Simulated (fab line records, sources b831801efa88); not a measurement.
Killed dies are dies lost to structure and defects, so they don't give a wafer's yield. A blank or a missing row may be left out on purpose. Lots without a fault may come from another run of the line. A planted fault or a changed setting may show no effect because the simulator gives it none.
Chamber matching | flow sky130 | SKY_VIA3_CMP_24 on cmp-02: 4 sister chambers
The step polishes, stops on SiO2, t overpolish 20 s, target thk 0 nm. 4 wafers are shown with their chamber, then 7 later ones without.

WAFERS WITH THEIR CHAMBER
wafer  | chamber | motor_current_A (A)
L436.3 | 0       | 10.9
L437.2 | 2       | 11.7
L437.5 | 1       | 10.0
L450.5 | 3       | 9.0

WAFERS WITHOUT THEIR CHAMBER
wafer  | motor_current_A (A)
L450.6 | 11.3
L451.1 | 11.6
L451.2 | 10.1
L451.4 | 9.4
L452.1 | 10.2
L452.2 | 11.4
L452.3 | 9.6

WHICH CHAMBER EACH WENT THROUGH
wafer  | from the rows above     | in truth
L450.6 | can't be placed: 2 or 0 | 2
L451.1 | 2                       | 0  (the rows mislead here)
L451.2 | 1                       | 1
L451.4 | can't be placed: 3 or 1 | 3
L452.1 | can't be placed: 1 or 0 | 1
L452.2 | can't be placed: 2 or 0 | 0
L452.3 | can't be placed: 1 or 3 | 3
Placed correctly: 1 of 7. Can't be placed from these rows: 5 (the true chamber is among the candidates in 5). Placed wrongly: 1.
How it was worked out, from the rows above alone: a wafer's distance from a chamber is the root of the sum, over the readings, of the square of ((its reading less the chamber's mean) divided by the reading's scatter). The wafer belongs to the nearest chamber; if the next one is less than 2 further off, it can't be placed. A chamber's mean is the mean of its shown wafers. The scatter: with one shown wafer a chamber, the root of the mean of the squares of how far each hidden wafer lies from its nearest shown one.
